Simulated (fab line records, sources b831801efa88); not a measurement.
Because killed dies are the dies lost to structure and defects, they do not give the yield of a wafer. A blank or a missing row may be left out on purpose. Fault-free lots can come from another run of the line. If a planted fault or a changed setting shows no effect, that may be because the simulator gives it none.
Problem report in the 8D (eight disciplines) form, filled by code | flow sky130 | the parts of the form that need people (team, actions taken, sign-off) are left out

## 1. THE PROBLEM
Across 2 wafers from 2 lots, VIA1_HDPCVD_THK at SKY_VIA1_THK_MEAS_01 averages 824 nm, while fault-free wafers read 1030 nm with a standard deviation of 9.5. Relative to the usual mean, that is a shift of -22 standard deviations.
The first sign was on wafer L439.2 at day 35 03:52, on film-metro-01. The record has a number at this step for 36 wafers belonging to 12 lots. Rule for "out", or "out of limits": more than 4 standard deviations from the usual mean. All remaining wafers that have a number are taken as sound.

## 2. WHAT IT IS, AND WHAT IT ISN'T
question                    | is                | is not
which readings at this step | VIA1_HDPCVD_THK   | -
which lots                  | L439, L441        | L432, L433, L435, L437, L448, L449, L450, L451, L454, L455
which wafers of those lots  | L439.2, L441.6    | L439.1, L439.5, L441.2, L441.4
read on which gauges        | film-metro-01     | film-metro-02, film-metro-04
when                        | from day 35 03:52 | up to then (14 sound wafers); but 20 sound wafers of L441, L448, L449, L450, L451, L454, L455 came after

## 3. WHAT RULES OUT EACH SUSPECT
Counting: if a tool at a process step up to the reading ran every lot that is out, it stays a suspect. Sound lots after the first of them don't rule it out here, since some wafers of a struck lot are sound.
- the gauge at SKY_VIA1_THK_MEAS_01: ruled out. All the wafers that are out were read on film-metro-01, but those of them that SKY_VIA1_HDPCVD_00 has rows for are out there too, on other tools.
- hdpcvd-01 at SKY_VIA1_HDPCVD_00 (deposits SiO2, target thk 1030 nm, time 171.7 s): kept. It processed each lot that is out (first: L439, day 35 03:46); up to then, its last sound lot is L437 (day 34 11:30). Out on those wafers are its own readings of sih4-flow-sccm.
- hdpcvd-01, SKY_VIA1_HDPCVD_00: wafers that are out in chamber 2, sound lot-mates in chambers 0, 1.
After counting, what remains is hdpcvd-01 at SKY_VIA1_HDPCVD_00.

## 4. THE CAUSE (what the simulator had put in)
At SKY_VIA1_HDPCVD_00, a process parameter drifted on hdpcvd-01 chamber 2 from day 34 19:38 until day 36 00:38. From 60, the setting sih4-flow-sccm moved by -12. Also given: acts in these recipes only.
Counting left only this tool.

## 5. SEQUENCE OF EFFECTS, ordered by route
Each row: a reading whose mean over the struck wafers that have a number lies more than 3 standard deviations from the usual. Readings are gone through only where the record gives a usual standard deviation; hours: the median, over the lots, of the time from a lot's start at the first step in this table giving one to that lot's start at this step; sigmas: the change measured in usual standard deviations.
hours | step                 | reading         | usual      | on struck wafers | change | sigmas
0     | SKY_VIA1_HDPCVD_00   | sih4-flow-sccm  | 60.00 sccm | 47.86            | -12.14 | -71
0     | SKY_VIA1_THK_MEAS_01 | VIA1_HDPCVD_THK | 1030 nm    | 824              | -206   | -22
Process steps it contains:
- SKY_VIA1_HDPCVD_00: deposits SiO2, target thk 1030 nm, time 171.7 s.

## 6. HOW IT WOULD HAVE BEEN CAUGHT EARLIER
Counted from the fault's start at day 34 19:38, it took 8 hours until the first out-of-limits reading at a measuring or inspecting step in this record, taken at day 35 03:52.
The tool's own readings at SKY_VIA1_HDPCVD_00 were out on every struck wafer that the step has a row for (sih4-flow-sccm): an alarm limit on them would have fired on the first of those.
Among the 2 lots that are out, L441 began SKY_VIA1_HDPCVD_00 on hdpcvd-01 after day 35 03:52. Had the tool been put on hold then, it would have been spared.
